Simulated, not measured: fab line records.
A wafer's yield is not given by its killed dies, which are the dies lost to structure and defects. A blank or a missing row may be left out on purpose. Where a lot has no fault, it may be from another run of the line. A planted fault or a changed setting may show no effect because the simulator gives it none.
Matching of chambers    flow sky130    4 sister chambers for SKY_CONTACT_CMP_27 on cmp-01
The step polishes, stops on SiO2, t overpolish 15 s, target thk 0 nm. 8 wafers are shown with their chamber, then 7 later ones without.

## WAFERS, EACH WITH ITS CHAMBER
wafer   chamber  motor-current-A (A)  overpolish-run-s (s)
L400.4  2        10.1                 15.004
L406.1  3        11.3                 15.013
L406.3  1        10.9                 14.994
L409.1  0        9.6                  15.011
L409.5  0        9.3                  15.009
L409.6  3        11.6                 14.990
L413.2  1        11.4                 15.006
L413.3  2        9.9                  15.006

## WAFERS MISSING THEIR CHAMBER
wafer   motor-current-A (A)  overpolish-run-s (s)
L413.4  11.5                 14.996
L415.2  9.7                  15.015
L415.4  11.3                 15.005
L415.6  9.1                  14.984
L416.2  10.7                 14.978
L416.3  11.2                 15.010
L416.5  9.7                  15.008

## EACH ONE'S CHAMBER
wafer   from the rows above           in truth
L413.4  can't be placed: 3 or 1       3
L415.2  can't be placed: 0 or 2       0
L415.4  can't be placed: 3 or 1       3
L415.6  can't be placed: 0 or 2       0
L416.2  can't be placed: 1 or 3 or 2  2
L416.3  can't be placed: 1 or 3       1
L416.5  can't be placed: 0 or 2       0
0 of 7 placed correctly. Cannot be placed on the basis of these rows: 7; the candidates contain the true chamber in 7. Wrongly placed: 0.
How it was worked out, from the rows above alone: a wafer's distance from a chamber is the root of the sum, over the readings, of the square of ((its reading less the chamber's mean) divided by the reading's scatter). If the next closest chamber is less than 2 further off than the closest, the wafer can't be placed; otherwise it belongs to the closest. The mean given for a chamber averages the wafers shown for that chamber. The scatter: the root of (the sum of the squares of (reading less its chamber's mean) over the shown wafers, divided by (wafers less chambers)).
